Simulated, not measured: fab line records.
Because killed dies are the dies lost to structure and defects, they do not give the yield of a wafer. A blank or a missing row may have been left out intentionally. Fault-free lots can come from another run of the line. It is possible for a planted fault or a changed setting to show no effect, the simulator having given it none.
The tool behind it: which one? | flow sky130 | 11 lots, 33 wafers sampled, at 5 steps of a route of 708

## WHAT THE GAUGES READ, wafer by wafer
SKY_VT_ADJUST_HVTP_CD_MEAS_07: the cd target is 380 nm.
lot  | measured     | on       | cdNm (nm)
L791 | day 6 02:53  | cdSem-01 | 381.8 380.7 380.7
L793 | day 6 16:25  | cdSem-02 | 383.9 384.7 385.5
L795 | day 7 04:04  | cdSem-02 | 382.5 380.4 380.0
L796 | day 7 12:40  | cdSem-02 | 378.6 378.5 377.1
L797 | day 7 12:47  | cdSem-01 | 378.4 379.7 379.2
L799 | day 8 05:26  | cdSem-01 | 380.1 382.4 383.6
L800 | day 8 10:25  | cdSem-02 | 385.5 384.3 386.8
L802 | day 8 21:17  | cdSem-02 | 376.4 378.0 376.0
L804 | day 9 09:10  | cdSem-02 | 382.8 383.1 381.3
L808 | day 10 18:31 | cdSem-01 | 378.2 377.4 378.6
L812 | day 11 15:41 | cdSem-02 | 381.2 379.4 381.6

SKY_LDD_LDN_TW_MEAS_13.
lot  | measured     | on           | LDD_LDN_TW
L791 | day 22 19:49 | filmMetro-02 | 1498 1504 1505
L793 | day 23 22:31 | filmMetro-01 | 1480 1472 1480
L795 | day 24 12:31 | filmMetro-02 | 1506 1496 1498
L796 | day 25 03:33 | filmMetro-04 | 1486 1493 1485
L797 | day 25 02:04 | filmMetro-01 | 1470 1476 1482
L799 | day 25 18:01 | filmMetro-01 | 1471 1465 1476
L800 | day 26 13:40 | filmMetro-01 | 1472 1477 1480
L802 | day 26 23:38 | filmMetro-04 | 1496 1495 1484
L804 | day 27 08:03 | filmMetro-04 | 1490 1492 1497
L808 | day 29 05:40 | filmMetro-01 | 1481 1479 1485
L812 | day 30 08:13 | filmMetro-02 | 1498 1499 1491

SKY_VIA3_THK_MEAS_01.
lot  | measured     | on           | VIA3_HDPCVD_THK (nm)
L791 | day 38 16:13 | filmMetro-01 | 1635 1650 1641
L793 | day 39 09:22 | filmMetro-03 | 1610 1642 1638
L795 | day 39 20:46 | filmMetro-01 | 1616 1619 1634
L796 | day 40 09:38 | filmMetro-03 | 1621 1626 1639
L797 | day 40 08:23 | filmMetro-03 | 1629 1634 1658
L799 | day 41 05:19 | filmMetro-02 | 1619 1630 1631
L800 | day 41 11:02 | filmMetro-01 | 1632 1625 1630
L802 | day 41 23:52 | filmMetro-02 | 1635 1627 1647
L804 | day 42 06:08 | filmMetro-01 | 1618 1627 1603
L808 | day 43 20:39 | filmMetro-02 | 1614 1620 1612
L812 | day 44 15:25 | filmMetro-01 | 1633 1632 1417

## TOOL THAT RAN EACH LOT (tool first, then ch and the chambers of the sampled wafers, then the start)
lot  | SKY_VT_ADJUST_LVTN_STRIP_20         | SKY_VIA3_HDPCVD_00
L791 | plasmaAsher-01 ch 0,1, day 7 18:06  | hdpcvd-02 ch 0,1, day 38 16:03
L793 | plasmaAsher-01 ch 0,1, day 8 10:19  | hdpcvd-01 ch 0,2, day 39 09:11
L795 | plasmaAsher-04 ch 0,1, day 8 21:19  | hdpcvd-02 ch 1,2, day 39 20:35
L796 | plasmaAsher-04 ch 0,1, day 9 06:30  | hdpcvd-02 ch 0,1,2, day 40 09:28
L797 | plasmaAsher-01 ch 0,1, day 9 06:37  | hdpcvd-02 ch 0,1, day 40 08:12
L799 | plasmaAsher-02 ch 0,1, day 9 23:39  | hdpcvd-01 ch 1,2, day 41 05:04
L800 | plasmaAsher-04 ch 0,1, day 10 05:52 | hdpcvd-01 ch 0,1, day 41 10:52
L802 | plasmaAsher-04 ch 0,1, day 10 18:24 | hdpcvd-02 ch 0,1,2, day 41 23:41
L804 | plasmaAsher-04 ch 0,1, day 11 07:57 | hdpcvd-02 ch 0,2, day 42 05:58
L808 | plasmaAsher-01 ch 0,1, day 12 20:06 | hdpcvd-02 ch 0,1,2, day 43 20:29
L812 | plasmaAsher-01 ch 0,1, day 13 18:00 | hdpcvd-01 ch 0,2, day 44 15:14
- SKY_VT_ADJUST_LVTN_STRIP_20: strips in O2/N2.
- SKY_VIA3_HDPCVD_00: deposits SiO2, target thk 1635 nm, time 272.5 s.

## WHAT THE TOOLS THEMSELVES READ (means of the sampled wafers that have a number; where no wafer has one, the mark that the record gives instead)
SKY_VT_ADJUST_LVTN_STRIP_20.
lot  | tool           | drypumpMotorCurrentA (A) | oesProductAu (a.u.) | stripTimeToEndpointS (s)
L791 | plasmaAsher-01 | 5.4                      | 0.714               | 14.18
L793 | plasmaAsher-01 | 5.4                      | 0.716               | 14.20
L795 | plasmaAsher-04 | 5.8                      | 0.713               | 14.18
L796 | plasmaAsher-04 | 5.9                      | 0.718               | 14.19
L797 | plasmaAsher-01 | 5.4                      | 0.709               | 14.18
L799 | plasmaAsher-02 | 5.8                      | 0.715               | 14.20
L800 | plasmaAsher-04 | 5.9                      | 0.715               | 14.15
L802 | plasmaAsher-04 | 5.8                      | 0.710               | 14.22
L804 | plasmaAsher-04 | 5.9                      | 0.712               | 14.23
L808 | plasmaAsher-01 | 5.4                      | 0.713               | 14.18
L812 | plasmaAsher-01 | 5.4                      | 0.716               | 14.21

SKY_VIA3_HDPCVD_00.
lot  | tool      | runLengthS (s)
L791 | hdpcvd-02 | 299.9
L793 | hdpcvd-01 | 299.8
L795 | hdpcvd-02 | 300.5
L796 | hdpcvd-02 | 300.4
L797 | hdpcvd-02 | 299.9
L799 | hdpcvd-01 | 299.8
L800 | hdpcvd-01 | 300.5
L802 | hdpcvd-02 | 300.4
L804 | hdpcvd-02 | 300.9
L808 | hdpcvd-02 | 300.6
L812 | hdpcvd-01 | 287.4

## THE ANSWER, worked out from the rows above alone
Rule: what is usual is taken from the lots themselves. The widest of any qualifying gaps counts: lots, ordered by their means at a reading, are off when they make up no more than a third of the lots, leave a main group of 4 or more, and stand apart from it by 3 or more times the standard deviation of that group's means. A main group is skipped when, at the precision printed for the reading in the tables above, its means are all equal. Also off: a lot with no number at a reading for which 4 or more lots have one. The other lots that the step has rows for count as sound. First the gauges in route order, then the tools' own readings, where a lot's mean is used as printed above. At the first step where some lot is off, the reading lying furthest off is the one used; lots without a number count as furthest.
Off: L812, seen at SKY_VIA3_THK_MEAS_01 (VIA3_HDPCVD_THK). Mean 1629 nm and standard deviation 8.7 in the main group.
If a tool, at a process step before that reading, ran all the lots that are off and no sound lot after the first of them, it fits. Not tried: the gauges at SKY_VIA3_THK_MEAS_01; whatever is off there is also off at SKY_VIA3_HDPCVD_00, on other tools, and gauge error can't account for it. This does not decide it: 2 tools fit, namely plasmaAsher-01 at SKY_VT_ADJUST_LVTN_STRIP_20 and hdpcvd-01 at SKY_VIA3_HDPCVD_00.

## WHAT THE SIMULATOR HAD INSERTED
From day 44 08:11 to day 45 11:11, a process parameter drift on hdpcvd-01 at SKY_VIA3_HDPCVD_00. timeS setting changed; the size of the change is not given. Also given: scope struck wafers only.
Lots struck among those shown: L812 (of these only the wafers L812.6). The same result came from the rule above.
